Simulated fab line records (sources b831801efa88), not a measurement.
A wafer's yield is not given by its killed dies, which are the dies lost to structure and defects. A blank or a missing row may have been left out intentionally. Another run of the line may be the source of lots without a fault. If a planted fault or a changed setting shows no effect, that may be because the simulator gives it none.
Chamber matching :: flow gf180mcu :: hdpcvd-02 running GF_STI_CVD_23: 3 sister chambers
The step deposits SiO2, target thk 650 nm, time 108.3 s. 14 wafers are shown with their chamber, then 7 later ones without.

== EACH WAFER AND ITS CHAMBER ==
wafer: L259.1
chamber: 1
sih4FlowSccm (sccm): 58.77

wafer: L259.3
chamber: 2
sih4FlowSccm (sccm): 59.04

wafer: L259.4
chamber: 0
sih4FlowSccm (sccm): 58.78

wafer: L263.1
chamber: 2
sih4FlowSccm (sccm): 59.13

wafer: L263.3
chamber: 0
sih4FlowSccm (sccm): 58.93

wafer: L263.6
chamber: 1
sih4FlowSccm (sccm): 59.15

wafer: L274.1
chamber: 0
sih4FlowSccm (sccm): 58.97

wafer: L274.2
chamber: 1
sih4FlowSccm (sccm): 58.95

wafer: L274.3
chamber: 2
sih4FlowSccm (sccm): 58.73

wafer: L275.1
chamber: 1
sih4FlowSccm (sccm): 59.23

wafer: L275.2
chamber: 0
sih4FlowSccm (sccm): 59.11

wafer: L275.6
chamber: 0
sih4FlowSccm (sccm): 59.08

wafer: L276.1
chamber: 0
sih4FlowSccm (sccm): 59.16

wafer: L276.2
chamber: 2
sih4FlowSccm (sccm): 59.19

SIGNATURES (means of the wafers above)
reading: sih4FlowSccm
chamber 0: 59.0050
chamber 1: 59.0250
chamber 2: 59.0225
scatter within a chamber: 0.179
Rule: distance of a wafer from a chamber = root of the sum over the readings of ((wafer's reading minus chamber's mean) / reading's scatter) squared. The wafer belongs to the nearest chamber; if the next one is less than 2 further off, it can't be placed. The scatter is the square root of a quotient: the sum, over the shown wafers, of each reading's squared deviation from its chamber's mean, divided by wafers minus chambers.

== WAFERS WITHOUT THEIR CHAMBER ==
wafer: L276.3
sih4FlowSccm (sccm): 59.07

wafer: L277.1
sih4FlowSccm (sccm): 59.10

wafer: L277.4
sih4FlowSccm (sccm): 59.30

wafer: L277.6
sih4FlowSccm (sccm): 59.17

wafer: L278.1
sih4FlowSccm (sccm): 59.17

wafer: L278.2
sih4FlowSccm (sccm): 59.13

wafer: L278.3
sih4FlowSccm (sccm): 58.91

== EACH ONE'S CHAMBER ==
wafer: L276.3
from the rows above: can't be placed: 1 or 2 or 0
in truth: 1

wafer: L277.1
from the rows above: can't be placed: 1 or 2 or 0
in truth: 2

wafer: L277.4
from the rows above: can't be placed: 1 or 2 or 0
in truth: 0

wafer: L277.6
from the rows above: can't be placed: 1 or 2 or 0
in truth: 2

wafer: L278.1
from the rows above: can't be placed: 1 or 2 or 0
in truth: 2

wafer: L278.2
from the rows above: can't be placed: 1 or 2 or 0
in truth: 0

wafer: L278.3
from the rows above: can't be placed: 0 or 2 or 1
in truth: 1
Placed correctly: 0 of 7. Cannot be placed on the basis of these rows: 7; the candidates contain the true chamber in 7. Placed wrongly: 0.
